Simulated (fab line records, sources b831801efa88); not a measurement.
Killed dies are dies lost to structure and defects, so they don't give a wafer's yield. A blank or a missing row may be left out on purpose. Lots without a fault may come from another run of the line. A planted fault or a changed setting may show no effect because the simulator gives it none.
fab line records | flow sky130
record lots=5 wafers=15 last_day=49
route steps=708 shown PWDE@55 NWELL@56 VT_ADJUST_HVTP@85 VT_ADJUST_LVTN@97
lots that met no fault: from a run of the same line without faults
start_h: hours from the record's first day to the start of the lot's first wafer shown | wait_h: hours since the lot's step before | " the same as in the row above | L1.1+2: a row that stands for several wafers | - no value, or no start given | * or withheld: withheld | < > ~ a bound
route shown NAME@n: a module of which the file shows steps, and the number in the route of the first | usual: mean/standard deviation of fault-free wafers | same: alike in all rows | chamber/n: place in a boat | sites: the reading at each site | _std_site: their standard deviation | _edge_site: outer sites' mean less inner sites' | radius_mm: how far each site lies from the wafer's centre | mask NAME#n: copy n | behind: the tool/chamber that last shaped the wafer | hold: why the lot was held/for how many hours/how that ended | device: the transistor (n, p or np) that didn't switch | end of line: the same wafers' tests at the end of the route | a step without rows: its recipe alone | killed: dies lost to structure and defects at the first sort, not the wafer's yield | map: a wafer's dies, x killed, . not, _ none there
set.NAME: the setting as run; set.NAME@STEP: as run at that earlier step | model.NAME: the simulator's own value behind a step, which no gauge read
lots at some steps of the route; a table a step, a row a wafer
services: from which hour (start_h, from the record's first day; less than 0 if before it) a tool's chamber was out of use, for how many hours, and why
## steps
# step SKY_PWDE_TW_MEAS_10
# usual PWDE_TW=369/3.2
# columns lot.wafer tool chamber start_h wait_h PWDE_TW
L075.1 film_metro-02 - 75.48 0.1 367
L075.3 " - " " 368
L075.6 " - " " 369
L076.2 film_metro-04 - 77.39 0.1 369
L076.3 " - " " 371
L076.4 " - " " 370
L083.1 film_metro-01 - 120.38 0.1 372
L083.3 " - " " 373
L083.5 " - " " 373
L090.1 film_metro-04 - 158.53 0.1 368
L090.3 " - " " 366
L090.4 " - " " 367
L094.1 film_metro-01 - 179.93 0.1 375
L094.3 " - " " 373
L094.5 " - " " 373
# step SKY_NWELL_DEHYDRATE_03
# recipe temp_c=200 time_s=60
# columns lot.wafer tool chamber start_h wait_h
L075.1+3+6 litho_track-03 0 82.89 7.4
L076.2+3+4 litho_track-03 0 85.17 7.8
L083.1+3+5 litho_track-03 0 129.54 9.2
L090.1+3+4 litho_track-02 0 167.49 9.0
L094.1+3+5 litho_track-02 0 188.99 9.1
# step SKY_NWELL_HMDS_04
# recipe prime_time_s=60 prime_temp_c=120
# columns lot.wafer tool chamber start_h wait_h
L075.1+3+6 litho_track-03 0 83.04 0.1
L076.2+3+4 litho_track-03 0 85.32 0.1
L083.1+3+5 litho_track-03 0 129.69 0.1
L090.1+3+4 litho_track-02 0 167.64 0.1
L094.1+3+5 litho_track-02 0 189.14 0.1
# step SKY_NWELL_COAT_05
# recipe spin_rpm=2000 resist_thk_nm=3000
# usual dispense_pressure_kPa=52.0/2.1
# columns lot.wafer tool chamber start_h wait_h dispense_pressure_kPa
L075.1 litho_track-03 0 83.19 0.1 52.2
L075.3 " 0 " " 52.1
L075.6 " 0 " " 52.2
L076.2 litho_track-03 0 85.47 0.1 52.2
L076.3 " 0 " " 52.2
L076.4 " 0 " " 52.1
L083.1 litho_track-03 0 129.84 0.1 52.2
L083.3 " 0 " " 52.2
L083.5 " 0 " " 52.1
L090.1 litho_track-02 0 167.79 0.1 49.6
L090.3 " 0 " " 49.6
L090.4 " 0 " " 49.6
L094.1 litho_track-02 0 189.29 0.1 49.6
L094.3 " 0 " " 49.6
L094.5 " 0 " " 49.6
# step SKY_NWELL_SOFTBAKE_06
# recipe temp_c=110 time_s=withheld
# columns lot.wafer tool chamber start_h wait_h
L075.1+3+6 litho_track-03 0 83.34 0.1
L076.2+3+4 litho_track-03 0 85.63 0.1
L083.1+3+5 litho_track-03 0 129.99 0.1
L090.1+3+4 litho_track-02 0 167.94 0.1
L094.1+3+5 litho_track-02 0 189.44 0.1
# step SKY_NWELL_EXPOSE_07
# recipe mask_id=NWM na=0.6 source_shape=conventional sigma_outer=0.6 polarization=unpolarized target_cd_nm=840 dose_mj=255
# columns lot.wafer tool chamber start_h wait_h mask
L075.1+3+6 iline_stepper-02 0 - - NWM#0
L076.2+3+4 iline_stepper-02 0 - - NWM#0
L083.1+3+5 iline_stepper-02 0 - - NWM#0
L090.1+3+4 iline_stepper-01 0 - - NWM#0
L094.1+3+5 iline_stepper-01 0 - - NWM#0
# step SKY_NWELL_PEB_08
# recipe temp_c=115 time_s=withheld
# columns lot.wafer tool chamber start_h wait_h
L075.1+3+6 litho_track-03 0 - -
L076.2+3+4 litho_track-02 0 - -
L083.1+3+5 litho_track-02 0 - -
L090.1+3+4 litho_track-04 0 - -
L094.1+3+5 litho_track-02 0 - -
# step SKY_NWELL_DEVELOP_09
# recipe wall_angle_deg=90 developer=TMAH develop_time_s=60 dev_temp_c=23
# same develop_time_s=60
# columns lot.wafer tool chamber start_h wait_h
L075.1+3+6 litho_track-03 0 - -
L076.2+3+4 litho_track-02 0 - -
L083.1+3+5 litho_track-02 0 - -
L090.1+3+4 litho_track-04 0 - -
L094.1+3+5 litho_track-02 0 - -
# step SKY_NWELL_OVL_MEAS_10
# usual NWELL_00_OVL=0.5/1.2
# columns lot.wafer tool chamber start_h wait_h NWELL_00_OVL[nm]
L075.1 overlay-02 - 91.79 - 0.8
L075.3 " - " " -0.4
L075.6 " - " " 0.5
L076.2 overlay-02 - 93.90 - -1.1
L076.3 " - " " 0.3
L076.4 " - " " -2.4
L083.1 overlay-02 - 139.54 - 0.2
L083.3 " - " " 0.1
L083.5 " - " " 1.0
L090.1 overlay-02 - 178.51 - -1.9
L090.3 " - " " -1.8
L090.4 " - " " -1.2
L094.1 overlay-02 - 200.39 - 1.4
L094.3 " - " " 1.1
L094.5 " - " " 1.4
# step SKY_NWELL_IMPLANT_11
# recipe species=P energy_kev=400 dose_cm2=1.9e+13 tilt_deg=withheld
# columns lot.wafer tool chamber start_h wait_h
L075.1+3+6 implanter-02 0 91.83 0.0
L076.2+3+4 implanter-03 0 93.95 0.0
L083.1+3+5 implanter-02 0 139.58 0.0
L090.1+3+4 implanter-03 0 178.55 0.0
L094.1+3+5 implanter-02 0 200.43 0.0
# step SKY_NWELL_IMPLANT_12
# recipe species=P energy_kev=120 dose_cm2=1.3e+12 tilt_deg=withheld
# columns lot.wafer tool chamber start_h wait_h
L075.1+3+6 implanter-02 0 91.98 0.1
L076.2+3+4 implanter-03 0 94.10 0.1
L083.1+3+5 implanter-02 0 139.73 0.1
L090.1+3+4 implanter-03 0 178.70 0.1
L094.1+3+5 implanter-02 0 200.58 0.1
# step SKY_NWELL_IMPLANT_13
# recipe species=P energy_kev=50 dose_cm2=7e+11 tilt_deg=withheld
# columns lot.wafer tool chamber start_h wait_h
L075.1+3+6 implanter-02 0 92.13 0.1
L076.2+3+4 implanter-03 0 94.25 0.1
L083.1+3+5 implanter-02 0 139.88 0.1
L090.1+3+4 implanter-03 0 178.85 0.1
L094.1+3+5 implanter-02 0 200.73 0.1
# step SKY_NWELL_STRIP_14
# recipe chemistry=O2/N2 power_w=1400 pressure_mtorr=1500 platen_temp_c=withheld o2_flow_sccm=3000 n2_flow_sccm=300 overash_fraction=0.5
# usual drypump_motor_current_A=5.92/0.28 oes_product_au=0.723/0.0046 strip_time_to_endpoint_s=36.93/0.095
# columns lot.wafer tool chamber start_h wait_h drypump_motor_current_A oes_product_au rf_hours_counter_h strip_time_to_endpoint_s
L075.1 plasma_asher-04 0 92.28 0.1 6.24 0.726 40 37.03
L075.3 " 0 " " 6.25 0.733 - 36.94
L075.6 " 1 " " 5.94 0.724 - 36.95
L076.2 plasma_asher-03 1 94.38 0.1 6.06 0.723 41 36.78
L076.3 " 0 " " 5.54 0.726 - 36.82
L076.4 " 1 " " 6.05 0.715 - 36.80
L083.1 plasma_asher-04 1 140.03 0.1 5.94 0.721 45 36.89
L083.3 " 0 " " 6.24 0.726 - 36.86
L083.5 " 0 " " 6.24 0.719 - 36.82
L090.1 plasma_asher-03 0 179.00 0.1 5.59 0.717 49 37.05
L090.3 " 0 " " 5.58 0.716 - 36.97
L090.4 " 1 " " 6.10 0.723 - 36.96
L094.1 plasma_asher-03 0 200.88 0.1 5.54 0.726 52 36.92
L094.3 " 0 " " 5.55 0.729 - 36.88
L094.5 " 1 " " 6.06 0.716 - 36.89
# step SKY_NWELL_TW_MEAS_15
# usual NWELL_TW=1796/14
# columns lot.wafer tool chamber start_h wait_h NWELL_TW
L075.1 film_metro-04 - 92.38 0.1 1799
L075.3 " - " " 1795
L075.6 " - " " 1799
L076.2 film_metro-04 - 94.49 0.1 1804
L076.3 " - " " 1806
L076.4 " - " " 1805
L083.1 film_metro-02 - 140.13 0.1 1770
L083.3 " - " " 1772
L083.5 " - " " 1778
L090.1 film_metro-02 - 179.10 0.1 1794
L090.3 " - " " 1794
L090.4 " - " " 1788
L094.1 film_metro-02 - 200.98 0.1 1794
L094.3 " - " " 1776
L094.5 " - " " 1784
# step SKY_NWELL_DEHYDRATE_16
# recipe temp_c=200 time_s=60
# columns lot.wafer tool chamber start_h wait_h
L075.1+3+6 litho_track-03 0 100.84 8.5
L076.2+3+4 litho_track-03 0 103.07 8.6
L083.1+3+5 litho_track-04 0 149.61 9.5
L090.1+3+4 litho_track-03 0 188.64 9.5
L094.1+3+5 litho_track-03 0 211.44 10.5
# step SKY_NWELL_HMDS_17
# recipe prime_time_s=60 prime_temp_c=120
# columns lot.wafer tool chamber start_h wait_h
L075.1+3+6 litho_track-03 0 100.99 0.1
L076.2+3+4 litho_track-03 0 103.22 0.1
L083.1+3+5 litho_track-04 0 149.76 0.1
L090.1+3+4 litho_track-03 0 188.79 0.1
L094.1+3+5 litho_track-03 0 211.59 0.1
# step SKY_NWELL_COAT_18
# recipe spin_rpm=2000 resist_thk_nm=3000
# usual dispense_pressure_kPa=53.1/1.9
# columns lot.wafer tool chamber start_h wait_h dispense_pressure_kPa
L075.1 litho_track-03 0 101.14 0.1 52.1
L075.3 " 0 " " 52.1
L075.6 " 0 " " 52.2
L076.2 litho_track-03 0 103.37 0.1 52.2
L076.3 " 0 " " 52.1
L076.4 " 0 " " 52.2
L083.1 litho_track-04 0 149.91 0.1 55.6
L083.3 " 0 " " 55.5
L083.5 " 0 " " 55.6
L090.1 litho_track-03 0 188.94 0.1 52.1
L090.3 " 0 " " 52.2
L090.4 " 0 " " 52.1
L094.1 litho_track-03 0 211.74 0.1 52.1
L094.3 " 0 " " 52.1
L094.5 " 0 " " 52.0
# step SKY_NWELL_SOFTBAKE_19
# recipe temp_c=110 time_s=withheld
# columns lot.wafer tool chamber start_h wait_h
L075.1+3+6 litho_track-03 0 101.29 0.1
L076.2+3+4 litho_track-03 0 103.53 0.1
L083.1+3+5 litho_track-04 0 150.06 0.1
L090.1+3+4 litho_track-03 0 189.09 0.1
L094.1+3+5 litho_track-03 0 211.89 0.1
# step SKY_NWELL_EXPOSE_20
# recipe mask_id=NWM_COMPLEMENT na=0.6 source_shape=conventional sigma_outer=0.6 polarization=unpolarized target_cd_nm=840 dose_mj=260
# columns lot.wafer tool chamber start_h wait_h mask
L075.1+3+6 iline_stepper-02 0 - - NWM_COMPLEMENT#0
L076.2+3+4 iline_stepper-01 0 - - NWM_COMPLEMENT#0
L083.1+3+5 iline_stepper-02 0 - - NWM_COMPLEMENT#0
L090.1+3+4 iline_stepper-02 0 - - NWM_COMPLEMENT#0
L094.1+3+5 iline_stepper-01 0 - - NWM_COMPLEMENT#0
# step SKY_NWELL_PEB_21
# recipe temp_c=115 time_s=withheld
# columns lot.wafer tool chamber start_h wait_h
L075.1+3+6 litho_track-03 0 - -
L076.2+3+4 litho_track-04 0 - -
L083.1+3+5 litho_track-02 0 - -
L090.1+3+4 litho_track-02 0 - -
L094.1+3+5 litho_track-03 0 - -
# step SKY_NWELL_DEVELOP_22
# recipe wall_angle_deg=90 developer=TMAH develop_time_s=60 dev_temp_c=23
# same develop_time_s=60
# columns lot.wafer tool chamber start_h wait_h
L075.1+3+6 litho_track-03 0 - -
L076.2+3+4 litho_track-04 0 - -
L083.1+3+5 litho_track-02 0 - -
L090.1+3+4 litho_track-02 0 - -
L094.1+3+5 litho_track-03 0 - -
# step SKY_NWELL_OVL_MEAS_23
# usual NWELL_01_OVL=-0.1/1.4
# columns lot.wafer tool chamber start_h wait_h NWELL_01_OVL[nm]
L075.1 overlay-01 - 110.64 - -0.1
L075.3 " - " " -1.1
L075.6 " - " " 4.1
L076.2 overlay-02 - 112.47 - 0.7
L076.3 " - " " 2.7
L076.4 " - " " 2.4
L083.1 overlay-02 - 160.29 - 1.1
L083.3 " - " " 0.7
L083.5 " - " " 1.5
L090.1 overlay-02 - 200.04 - -0.5
L090.3 " - " " -1.8
L090.4 " - " " -0.5
L094.1 overlay-02 - 223.34 - -0.6
L094.3 " - " " -2.3
L094.5 " - " " -1.1
# step SKY_NWELL_IMPLANT_24
# recipe species=B energy_kev=140 dose_cm2=9.2e+12 tilt_deg=withheld
# columns lot.wafer tool chamber start_h wait_h
L075.1+3+6 implanter-04 0 110.68 0.0
L076.2+3+4 implanter-02 0 112.52 0.0
L083.1+3+5 implanter-04 0 160.33 0.0
L090.1+3+4 implanter-02 0 200.08 0.0
L094.1+3+5 implanter-02 0 223.38 0.0
# step SKY_NWELL_STRIP_25
# recipe chemistry=O2/N2 power_w=1400 pressure_mtorr=1500 platen_temp_c=withheld o2_flow_sccm=3000 n2_flow_sccm=300 overash_fraction=0.5
# usual drypump_motor_current_A=5.90/0.27 oes_product_au=0.722/0.0046 strip_time_to_endpoint_s=36.90/0.1
# columns lot.wafer tool chamber start_h wait_h drypump_motor_current_A oes_product_au rf_hours_counter_h strip_time_to_endpoint_s
L075.1 plasma_asher-03 1 110.83 0.1 6.04 0.718 42 36.75
L075.3 " 0 " " 5.53 0.715 - 36.77
L075.6 " 0 " " 5.54 0.718 - 36.93
L076.2 plasma_asher-04 0 112.65 0.1 6.24 0.721 42 36.81
L076.3 " 1 " " 5.94 0.730 - 36.84
L076.4 " 0 " " 6.24 0.714 - 36.86
L083.1 plasma_asher-04 1 160.48 0.1 5.94 0.725 48 36.94
L083.3 " 0 " " 6.24 0.726 - 36.92
L083.5 " 0 " " 6.25 0.723 - 36.94
L090.1 plasma_asher-02 0 200.23 0.1 5.50 0.719 8 36.83
L090.3 " 0 " " 5.51 0.726 - 36.84
L090.4 " 1 " " 6.15 0.717 - 36.79
L094.1 plasma_asher-02 0 223.53 0.1 5.51 0.723 10 37.00
L094.3 " 1 " " 6.15 0.724 - 37.06
L094.5 " 0 " " 5.51 0.728 - 37.01
# step SKY_NWELL_TW_MEAS_26
# usual NWELL_2_TW=490/3.9
# columns lot.wafer tool chamber start_h wait_h NWELL_2_TW
L075.1 film_metro-04 - 110.93 0.1 490
L075.3 " - " " 493
L075.6 " - " " 492
L076.2 film_metro-01 - 112.76 0.1 492
L076.3 " - " " 492
L076.4 " - " " 492
L083.1 film_metro-02 - 160.58 0.1 488
L083.3 " - " " 486
L083.5 " - " " 481
L090.1 film_metro-04 - 200.33 0.1 489
L090.3 " - " " 488
L090.4 " - " " 488
L094.1 film_metro-01 - 223.63 0.1 495
L094.3 " - " " 495
L094.5 " - " " 494
# step SKY_NWELL_CLEAN_27
# recipe chemistry=SC1/SC2 mix=1:4:20 temp_c=70 time_s=150 dry=n2_spin
# columns lot.wafer tool chamber start_h wait_h
L075.1+3+6 wet_bench-03 1 110.99 0.1
L076.2+3+4 wet_bench-01 1 112.81 0.0
L083.1+3+5 wet_bench-02 1 160.64 0.1
L090.1+3+4 wet_bench-03 0 200.39 0.1
L094.1+3+5 wet_bench-02 0 223.69 0.1
# step SKY_NWELL_RTA_28
# recipe temp_c=1050 time_s=30 idle_temp_c=650 ramp_up_c_per_s=150 ramp_down_c_per_s=90 ambient=N2
# usual anneal_temp_c_max=1054.1/0.84 lamp_power_pct=25.31/0.056 wafer_temp_C_max=1054.9/0.99
# columns lot.wafer tool chamber start_h wait_h anneal_temp_c_max lamp_power_pct wafer_temp_C_max
L075.1 rtp_anneal-01 0 111.09 0.0 1054.0 25.23 1055.6
L075.3 " 0 " " 1054.1 25.30 1054.4
L075.6 " 0 " " 1054.1 25.29 1054.2
L076.2 rtp_anneal-02 0 112.87 0.0 1053.9 25.28 1054.6
L076.3 " 0 " " 1054.7 25.35 1056.2
L076.4 " 0 " " 1054.3 25.28 1054.8
L083.1 rtp_anneal-01 0 160.69 0.0 1053.9 25.29 1054.1
L083.3 " 0 " " 1053.9 25.34 1055.9
L083.5 " 0 " " 1053.3 25.33 1055.2
L090.1 rtp_anneal-01 0 200.44 0.0 1053.9 25.36 1055.3
L090.3 " 0 " " 1053.6 25.24 1054.7
L090.4 " 0 " " 1053.9 25.29 1055.8
L094.1 rtp_anneal-01 0 223.74 0.0 1053.7 25.33 1055.6
L094.3 " 0 " " 1053.2 25.36 1053.9
L094.5 " 0 " " 1054.6 25.36 1053.6
# step SKY_NWELL_RS_MEAS_29
# recipe thk_meas_gauge=four-point-probe
# usual NWELL_RS=625.0/1.6
# columns lot.wafer tool chamber start_h wait_h NWELL_RS[ohm/sq]
L075.1 film_metro-01 - 111.19 0.1 627.1
L075.3 " - " " 626.6
L075.6 " - " " 628.2
L076.2 film_metro-02 - 112.98 0.1 622.3
L076.3 " - " " 622.9
L076.4 " - " " 622.4
L083.1 film_metro-02 - 160.79 0.1 626.6
L083.3 " - " " 625.2
L083.5 " - " " 628.6
L090.1 film_metro-02 - 200.54 0.1 621.3
L090.3 " - " " 621.3
L090.4 " - " " 623.1
L094.1 film_metro-04 - 223.84 0.1 627.0
L094.3 " - " " 627.9
L094.5 " - " " 627.8
# step SKY_NWELL_RS_MEAS_31
# recipe thk_meas_gauge=four-point-probe
# usual PWDE_RS=5276/19
# columns lot.wafer tool chamber start_h wait_h PWDE_RS[ohm/sq]
L075.1 film_metro-01 - 111.43 0.1 5301
L075.3 " - " " 5303
L075.6 " - " " 5310
L076.2 film_metro-02 - 113.22 0.1 5257
L076.3 " - " " 5262
L076.4 " - " " 5255
L083.1 film_metro-02 - 161.03 0.1 5252
L083.3 " - " " 5241
L083.5 " - " " 5254
L090.1 film_metro-02 - 200.78 0.1 5270
L090.3 " - " " 5272
L090.4 " - " " 5262
L094.1 film_metro-04 - 224.08 0.1 5244
L094.3 " - " " 5267
L094.5 " - " " 5260
# step SKY_VT_ADJUST_HVTP_DEHYDRATE_00
# recipe temp_c=200 time_s=60
# columns lot.wafer tool chamber start_h wait_h
L075.1+3+6 litho_track-01 0 120.08 8.6
L076.2+3+4 litho_track-01 0 121.65 8.4
L083.1+3+5 litho_track-01 0 170.38 9.3
L090.1+3+4 litho_track-02 0 210.54 9.7
L094.1+3+5 litho_track-02 0 234.44 10.3
# step SKY_VT_ADJUST_HVTP_HMDS_01
# recipe prime_time_s=60 prime_temp_c=120
# columns lot.wafer tool chamber start_h wait_h
L075.1+3+6 litho_track-01 0 120.23 0.1
L076.2+3+4 litho_track-01 0 121.80 0.1
L083.1+3+5 litho_track-01 0 170.53 0.1
L090.1+3+4 litho_track-02 0 210.69 0.1
L094.1+3+5 litho_track-02 0 234.59 0.1
# step SKY_VT_ADJUST_HVTP_COAT_02
# recipe resist=NOVOLAK spin_rpm=3000 resist_thk_nm=1140
# usual dispense_pressure_kPa=51.8/2.3
# columns lot.wafer tool chamber start_h wait_h dispense_pressure_kPa
L075.1 litho_track-01 0 120.38 0.1 53.0
L075.3 " 0 " " 53.0
L075.6 " 0 " " 53.0
L076.2 litho_track-01 0 121.95 0.1 53.0
L076.3 " 0 " " 53.0
L076.4 " 0 " " 53.0
L083.1 litho_track-01 0 170.68 0.1 52.9
L083.3 " 0 " " 52.9
L083.5 " 0 " " 53.0
L090.1 litho_track-02 0 210.84 0.1 49.5
L090.3 " 0 " " 49.5
L090.4 " 0 " " 49.5
L094.1 litho_track-02 0 234.74 0.1 49.5
L094.3 " 0 " " 49.4
L094.5 " 0 " " 49.4
# step SKY_VT_ADJUST_HVTP_SOFTBAKE_03
# recipe temp_c=90 time_s=60 resist=NOVOLAK
# columns lot.wafer tool chamber start_h wait_h
L075.1+3+6 litho_track-01 0 120.53 0.1
L076.2+3+4 litho_track-01 0 122.10 0.1
L083.1+3+5 litho_track-01 0 170.83 0.1
L090.1+3+4 litho_track-02 0 210.99 0.1
L094.1+3+5 litho_track-02 0 234.89 0.1
# step SKY_VT_ADJUST_HVTP_EXPOSE_04
# recipe mask_id=HVTPM na=0.6 source_shape=conventional sigma_outer=0.6 polarization=unpolarized target_cd_nm=380 dose_mj=140
# columns lot.wafer tool chamber start_h wait_h mask
L075.1+3+6 iline_stepper-01 0 - - HVTPM#0
L076.2+3+4 iline_stepper-02 0 - - HVTPM#0
L083.1+3+5 iline_stepper-01 0 - - HVTPM#0
L090.1+3+4 iline_stepper-02 0 - - HVTPM#0
L094.1+3+5 iline_stepper-02 0 - - HVTPM#0
# step SKY_VT_ADJUST_HVTP_PEB_05
# recipe temp_c=withheld time_s=* resist=NOVOLAK
# columns lot.wafer tool chamber start_h wait_h
L075.1+3+6 litho_track-02 0 - -
L076.2+3+4 litho_track-02 0 - -
L083.1+3+5 litho_track-01 0 - -
L090.1+3+4 litho_track-02 0 - -
L094.1+3+5 litho_track-02 0 - -
# step SKY_VT_ADJUST_HVTP_DEVELOP_06
# recipe resist=NOVOLAK developer=TMAH develop_time_s=60 dev_temp_c=23
# same develop_time_s=60
# columns lot.wafer tool chamber start_h wait_h
L075.1+3+6 litho_track-02 0 129.84 0.1
L076.2+3+4 litho_track-02 0 131.67 0.1
L083.1+3+5 litho_track-01 0 181.08 0.1
L090.1+3+4 litho_track-02 0 222.14 0.1
L094.1+3+5 litho_track-02 0 246.19 0.1
# step SKY_VT_ADJUST_HVTP_CD_MEAS_07
# recipe target_cd_nm=380
# usual cd_nm=380/3.4
# columns lot.wafer tool chamber start_h wait_h cd_nm
L075.1 cd_sem-01 - 129.99 0.1 379
L075.3 " - " " 378
L075.6 " - " " 380
L076.2 cd_sem-01 - 131.81 0.1 381
L076.3 " - " " 382
L076.4 " - " " 379
L083.1 cd_sem-02 - 181.23 0.1 373
L083.3 " - " " 371
L083.5 " - " " 374
L090.1 cd_sem-02 - 222.29 0.1 377
L090.3 " - " " 376
L090.4 " - " " 374
L094.1 cd_sem-02 - 246.34 0.1 378
L094.3 " - " " 377
L094.5 " - " " 379
# step SKY_VT_ADJUST_HVTP_OVL_MEAS_08
# usual VT_ADJUST_HVTP_OVL=-0.4/1.5
# columns lot.wafer tool chamber start_h wait_h VT_ADJUST_HVTP_OVL[nm]
L075.1 overlay-02 - 130.11 0.1 -1.0
L075.3 " - " " -2.6
L075.6 " - " " -1.8
L076.2 overlay-02 - 131.92 0.1 -0.3
L076.3 " - " " -0.8
L076.4 " - " " 0.9
L083.1 overlay-01 - 181.35 0.1 -0.6
L083.3 " - " " 1.1
L083.5 " - " " -2.1
L090.1 overlay-01 - 222.41 0.1 0.6
L090.3 " - " " -0.4
L090.4 " - " " -0.1
L094.1 overlay-01 - 246.46 0.1 0.7
L094.3 " - " " 1.4
L094.5 " - " " 1.3
# step SKY_VT_ADJUST_HVTP_IMPLANT_09
# recipe species=As energy_kev=150 dose_cm2=4.3e+12 tilt_deg=withheld
# columns lot.wafer tool chamber start_h wait_h
L075.1+3+6 implanter-01 0 130.15 0.0
L076.2+3+4 implanter-01 0 131.97 0.0
L083.1+3+5 implanter-01 0 181.38 0.0
L090.1+3+4 implanter-04 0 222.55 0.1
L094.1+3+5 implanter-04 0 246.50 0.0
# step SKY_VT_ADJUST_HVTP_STRIP_10
# recipe chemistry=O2/N2 power_w=1400 pressure_mtorr=1500 platen_temp_c=withheld o2_flow_sccm=3000 n2_flow_sccm=300 overash_fraction=0.5
# usual drypump_motor_current_A=5.7/0.32 oes_product_au=0.716/0.0042 strip_time_to_endpoint_s=14.16/0.04
# columns lot.wafer tool chamber start_h wait_h drypump_motor_current_A oes_product_au rf_hours_counter_h strip_time_to_endpoint_s
L075.1 plasma_asher-02 0 130.30 0.1 5.5 0.711 1 14.18
L075.3 " 0 " " 5.5 0.711 - 14.15
L075.6 " 0 " " 5.5 0.713 - 14.14
L076.2 plasma_asher-03 0 132.10 0.1 5.5 0.716 44 14.21
L076.3 " 1 " " 6.0 0.716 - 14.15
L076.4 " 0 " " 5.6 0.722 - 14.21
L083.1 plasma_asher-03 0 181.53 0.1 5.6 0.712 50 14.15
L083.3 " 0 " " 5.6 0.715 - 14.18
L083.5 " 1 " " 6.0 0.715 - 14.14
L090.1 plasma_asher-03 0 222.70 0.1 5.6 0.716 54 14.21
L090.3 " 0 " " 5.6 0.720 - 14.19
L090.4 " 1 " " 6.1 0.707 - 14.18
L094.1 plasma_asher-01 1 246.65 0.1 5.2 0.719 41 14.16
L094.3 " 1 " " 5.1 0.711 - 14.11
L094.5 " 0 " " 5.8 0.711 - 14.12
# step SKY_VT_ADJUST_HVTP_TW_MEAS_11
# usual VT_ADJUST_HVTP_TW=1346/14
# columns lot.wafer tool chamber start_h wait_h VT_ADJUST_HVTP_TW
L075.1 film_metro-03 - 130.40 0.1 1363
L075.3 " - " " 1355
L075.6 " - " " 1360
L076.2 film_metro-03 - 132.21 0.1 1360
L076.3 " - " " 1356
L076.4 " - " " 1361
L083.1 film_metro-01 - 181.63 0.1 1350
L083.3 " - " " 1361
L083.5 " - " " 1353
L090.1 film_metro-01 - 222.80 0.1 1350
L090.3 " - " " 1344
L090.4 " - " " 1355
L094.1 film_metro-01 - 246.75 0.1 1347
L094.3 " - " " 1353
L094.5 " - " " 1349
# step SKY_VT_ADJUST_LVTN_DEHYDRATE_00
# recipe temp_c=200 time_s=60
# columns lot.wafer tool chamber start_h wait_h
L075.1+3+6 litho_track-01 0 138.93 8.5
L076.2+3+4 litho_track-01 0 140.85 8.6
L083.1+3+5 litho_track-01 0 191.38 9.7
L090.1+3+4 litho_track-01 0 233.03 10.2
L094.1+3+5 litho_track-01 0 257.78 11.0
# step SKY_VT_ADJUST_LVTN_HMDS_01
# recipe prime_time_s=60 prime_temp_c=120
# columns lot.wafer tool chamber start_h wait_h
L075.1+3+6 litho_track-01 0 139.08 0.1
L076.2+3+4 litho_track-01 0 141.00 0.1
L083.1+3+5 litho_track-01 0 191.53 0.1
L090.1+3+4 litho_track-01 0 233.18 0.1
L094.1+3+5 litho_track-01 0 257.93 0.1
# step SKY_VT_ADJUST_LVTN_COAT_02
# recipe spin_rpm=2000 resist_thk_nm=3000
# usual dispense_pressure_kPa=53.8/1.4
# columns lot.wafer tool chamber start_h wait_h dispense_pressure_kPa
L075.1 litho_track-01 0 139.23 0.1 52.9
L075.3 " 0 " " 52.9
L075.6 " 0 " " 52.9
L076.2 litho_track-01 0 141.15 0.1 53.0
L076.3 " 0 " " 52.9
L076.4 " 0 " " 52.9
L083.1 litho_track-01 0 191.68 0.1 52.9
L083.3 " 0 " " 52.9
L083.5 " 0 " " 52.9
L090.1 litho_track-01 0 233.33 0.1 53.0
L090.3 " 0 " " 52.9
L090.4 " 0 " " 53.0
L094.1 litho_track-01 0 258.08 0.1 53.0
L094.3 " 0 " " 53.0
L094.5 " 0 " " 52.9
# step SKY_VT_ADJUST_LVTN_SOFTBAKE_03
# recipe temp_c=110 time_s=withheld
# columns lot.wafer tool chamber start_h wait_h
L075.1+3+6 litho_track-01 0 139.38 0.1
L076.2+3+4 litho_track-01 0 141.31 0.1
L083.1+3+5 litho_track-01 0 191.83 0.1
L090.1+3+4 litho_track-01 0 233.48 0.1
L094.1+3+5 litho_track-01 0 258.23 0.1
# step SKY_VT_ADJUST_LVTN_EXPOSE_04
# recipe mask_id=NWM_COMPLEMENT_LESS_NATIVE na=0.6 source_shape=conventional sigma_outer=0.6 polarization=unpolarized target_cd_nm=840 dose_mj=194
# columns lot.wafer tool chamber start_h wait_h mask
L075.1+3+6 iline_stepper-01 0 - - NWM_COMPLEMENT_LESS_NATIVE#0
L076.2+3+4 iline_stepper-02 0 - - NWM_COMPLEMENT_LESS_NATIVE#0
L083.1+3+5 iline_stepper-01 0 - - NWM_COMPLEMENT_LESS_NATIVE#0
L090.1+3+4 iline_stepper-02 0 - - NWM_COMPLEMENT_LESS_NATIVE#0
L094.1+3+5 iline_stepper-01 0 - - NWM_COMPLEMENT_LESS_NATIVE#0
# step SKY_VT_ADJUST_LVTN_PEB_05
# recipe temp_c=115 time_s=withheld
# columns lot.wafer tool chamber start_h wait_h
L075.1+3+6 litho_track-01 0 - -
L076.2+3+4 litho_track-01 0 - -
L083.1+3+5 litho_track-04 0 - -
L090.1+3+4 litho_track-01 0 - -
L094.1+3+5 litho_track-04 0 - -
# step SKY_VT_ADJUST_LVTN_DEVELOP_06
# recipe wall_angle_deg=90 developer=TMAH develop_time_s=60 dev_temp_c=23
# same develop_time_s=60
# columns lot.wafer tool chamber start_h wait_h
L075.1+3+6 litho_track-01 0 - -
L076.2+3+4 litho_track-01 0 - -
L083.1+3+5 litho_track-04 0 - -
L090.1+3+4 litho_track-01 0 - -
L094.1+3+5 litho_track-04 0 - -
## services
# columns tool chamber start_h hours kind
implanter-04 - 65.10 1.1 repair
implanter-01 - 66.88 8.7 repair
iline_stepper-02 - 78.26 1.7 pm
plasma_asher-02 - 108.75 9.0 pm
plasma_asher-03 - 122.20 0.8 repair
plasma_asher-01 - 133.71 17.2 pm
implanter-04 - 134.32 3.7 pm
iline_stepper-01 - 142.55 1.7 pm
implanter-01 - 147.84 3.0 repair
implanter-03 - 151.66 4.1 pm
wet_bench-03 - 154.07 5.8 repair
iline_stepper-02 - 155.10 2.3 repair
iline_stepper-02 - 158.07 0.5 repair
plasma_asher-02 - 158.44 6.1 repair
plasma_asher-02 - 159.31 2.5 repair
implanter-03 - 170.66 1.7 repair
plasma_asher-04 - 186.73 5.8 repair
plasma_asher-02 - 203.66 2.8 pm
implanter-03 - 211.46 4.1 pm
implanter-02 - 216.04 1.7 repair
implanter-02 - 216.10 1.3 repair
implanter-03 - 219.24 5.8 repair
iline_stepper-02 - 257.03 8.9 pm
plasma_asher-01 - 267.82 7.5 repair
## key
fault none
